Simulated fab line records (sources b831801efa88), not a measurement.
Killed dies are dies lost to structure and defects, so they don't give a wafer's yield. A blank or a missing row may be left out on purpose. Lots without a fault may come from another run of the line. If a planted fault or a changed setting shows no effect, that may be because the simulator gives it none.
Chamber matching || flow sky130 || cmp-02 running SKY_VIA1_CMP_24: 4 sister chambers
The step polishes, stops on SiO2, t overpolish 15 s, target thk 0 nm. 8 wafers are shown with their chamber, then 6 later ones without.

## EACH WAFER AND ITS CHAMBER
{"wafer": "L584.2", "chamber": 1, "motorCurrentA (A)": 11.0, "timeToEndpointS (s)": 61.2}
{"wafer": "L585.5", "chamber": 0, "motorCurrentA (A)": 10.9, "timeToEndpointS (s)": 60.5}
{"wafer": "L585.6", "chamber": 3, "motorCurrentA (A)": 9.7, "timeToEndpointS (s)": 60.7}
{"wafer": "L588.1", "chamber": 3, "motorCurrentA (A)": 10.1, "timeToEndpointS (s)": 65.8}
{"wafer": "L588.4", "chamber": 2, "motorCurrentA (A)": 7.4, "timeToEndpointS (s)": 69.2}
{"wafer": "L588.6", "chamber": 0, "motorCurrentA (A)": 11.2, "timeToEndpointS (s)": 64.9}
{"wafer": "L589.2", "chamber": 1, "motorCurrentA (A)": 11.0, "timeToEndpointS (s)": 60.0}
{"wafer": "L589.5", "chamber": 2, "motorCurrentA (A)": 7.5, "timeToEndpointS (s)": 63.6}

## WAFERS WITH NO CHAMBER GIVEN
{"wafer": "L589.6", "motorCurrentA (A)": 11.1, "timeToEndpointS (s)": 61.8}
{"wafer": "L594.1", "motorCurrentA (A)": 12.6, "timeToEndpointS (s)": 62.1}
{"wafer": "L594.2", "motorCurrentA (A)": 10.3, "timeToEndpointS (s)": 62.9}
{"wafer": "L594.5", "motorCurrentA (A)": 10.1, "timeToEndpointS (s)": 62.6}
{"wafer": "L596.2", "motorCurrentA (A)": 11.5, "timeToEndpointS (s)": 64.6}
{"wafer": "L596.3", "motorCurrentA (A)": 8.3, "timeToEndpointS (s)": 64.1}

## CHAMBER TAKEN BY EACH
{"wafer": "L589.6", "from the rows above": "can't be placed: 0 or 1", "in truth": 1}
{"wafer": "L594.1", "from the rows above": "can't be placed: 0 or 1", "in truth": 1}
{"wafer": "L594.2", "from the rows above": "can't be placed: 3 or 1 or 0", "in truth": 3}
{"wafer": "L594.5", "from the rows above": 3, "in truth": 3}
{"wafer": "L596.2", "from the rows above": "can't be placed: 0 or 1", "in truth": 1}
{"wafer": "L596.3", "from the rows above": 2, "in truth": 2}
Correct placement for 2 of the 6. Cannot be placed on the basis of these rows: 4; the candidates contain the true chamber in 4. Number placed wrongly: 0.
How it was worked out, from the rows above alone: a wafer's distance from a chamber is the root of the sum, over the readings, of the square of ((its reading less the chamber's mean) divided by the reading's scatter). If the next closest chamber is less than 2 further off than the closest, the wafer can't be placed; otherwise it belongs to the closest. For every chamber, the mean is computed from those of its wafers that are shown. The scatter: the root of (the sum of the squares of (reading less its chamber's mean) over the shown wafers, divided by (wafers less chambers)).
